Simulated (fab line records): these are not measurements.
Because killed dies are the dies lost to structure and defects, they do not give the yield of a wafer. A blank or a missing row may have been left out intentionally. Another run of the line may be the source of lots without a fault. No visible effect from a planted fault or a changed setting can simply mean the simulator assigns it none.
Struck lot and sound lot, side by side :: flow gf180mcu :: 23 out of 602 route steps
Sound: the wafers L332.1, L332.2, L332.5. The struck wafers were L339.2, L339.3, L339.4. At the end, the cause is stated.
At each step with rows: each side's tool, then ch and its chambers, then its first start. Under that, the readings that differ: sound wafers :: struck wafers :: difference of the means :: sigmas: that difference in standard deviations of wafers without a fault.
alike: words and numbers the same on both sides, and readings whose means are apart by under 2 such deviations; not compared: readings that were withheld, readings missing a value for some wafer, numbers with overlapping values and no deviation given by the record, and bounds like >300 which may hide the same value.
The two part at a step that has a row with sigmas, a row that says differs or no value, or rows on one side only. Non-overlapping numbers with no deviation appear without sigmas and do not part them. A reading that every wafer of one side lacks parts them only if that side has two wafers or more.

first, 5 steps without rows for these wafers: GF_MVSD_COAT_02 (resist thk 3000 nm); GF_MVSD_SOFTBAKE_03; GF_MVSD_EXPOSE_04 (exposes mask MVSD, target cd 1000 nm); GF_MVSD_PEB_05; GF_MVSD_DEVELOP_06 (develop time 60 s).
GF_MVSD_OVL_MEAS_07:
  sound on overlay-01 at day 4 13:41; struck on overlay-01 at day 6 02:50
reading: MVSD_OVL (nm)
sound: 3.6 2.5 2.9
struck: 0.4 -0.3 -3.5
difference: -4.1
sigmas: -3
then, 2 steps without rows for these wafers: GF_MVSD_IMPLANT_08; GF_MVSD_IMPLANT_09.
GF_MVSD_STRIP_10: strips in O2/N2.
  sound on plasmaAsher-03 ch 0,1, day 4 14:01; struck on plasmaAsher-01 ch 0,1, day 6 03:10
  alike: chamberPressureMTorr, drypumpMotorCurrentA, heaterPowerW, oesProductAu, platenTempC, stripTimeToEndpointS
  not compared: rfHoursCounterH
GF_MVSD_TW_MEAS_11:
  sound on filmMetro-01 at day 4 14:07; struck on filmMetro-01 at day 6 03:17
  alike: MVSD_TW
then, 2 steps without rows for these wafers: GF_MVPSD_DEHYDRATE_00 (time 60 s); GF_MVPSD_HMDS_01 (prime time 60 s).
GF_MVPSD_COAT_02: resist thk 3000 nm.
  sound on lithoTrack-01 ch 0, day 4 20:53; struck on lithoTrack-02 ch 0, day 6 10:16
reading: model.coat_of_MVPSD_COAT_02.thkNm (nm)
sound: 2986 2987 2987
struck: 2902 2898 2901
difference: -86
sigmas: 
  alike: resistLineTempC
then, 3 steps without rows for these wafers: GF_MVPSD_SOFTBAKE_03; GF_MVPSD_EXPOSE_04 (exposes mask MVPSD, target cd 1000 nm); GF_MVPSD_PEB_05.
GF_MVPSD_DEVELOP_06: develop time 60 s.
  sound: lithoTrack-04 ch 0; struck: lithoTrack-01 ch 0
reading: model.coat_of_MVPSD_COAT_02.thkNm (nm)
sound: 2985 2986 2986
struck: 2901 2897 2900
difference: -86
sigmas: 
  alike: developerTempC, resistLineTempC
GF_MVPSD_OVL_MEAS_07:
  sound on overlay-01 at day 5 04:16; struck on overlay-02 at day 6 18:29
  alike: MVPSD_OVL
then, 2 steps without rows for these wafers: GF_MVPSD_IMPLANT_08; GF_MVPSD_IMPLANT_09.
GF_MVPSD_STRIP_10: strips in O2/N2.
  sound on plasmaAsher-04 ch 0,1, day 5 04:35; struck on plasmaAsher-02 ch 0,1, day 6 18:49
reading: heaterPowerW (W)
sound: 353 333 342
struck: 273 272 304
difference: -60
sigmas: -2

reading: stripTimeToEndpointS (s)
sound: 36.77 36.81 36.80
struck: 35.83 35.79 35.81
difference: -0.98
sigmas: -10
  alike: chamberPressureMTorr, drypumpMotorCurrentA, oesProductAu, platenTempC
  not compared: rfHoursCounterH
GF_MVPSD_TW_MEAS_11:
  sound on filmMetro-03 at day 5 04:41; struck on filmMetro-03 at day 6 18:56
  alike: MVPSD_TW
GF_PASSIVATION_PROBE_99:
  the record holds rows for the sound wafers here (prober-02, day 29 03:32) but none for the struck ones

== WHERE THEY PART ==
First at GF_MVSD_OVL_MEAS_07; last, within this record, at GF_PASSIVATION_PROBE_99.

WHY: what had been put in by the simulator
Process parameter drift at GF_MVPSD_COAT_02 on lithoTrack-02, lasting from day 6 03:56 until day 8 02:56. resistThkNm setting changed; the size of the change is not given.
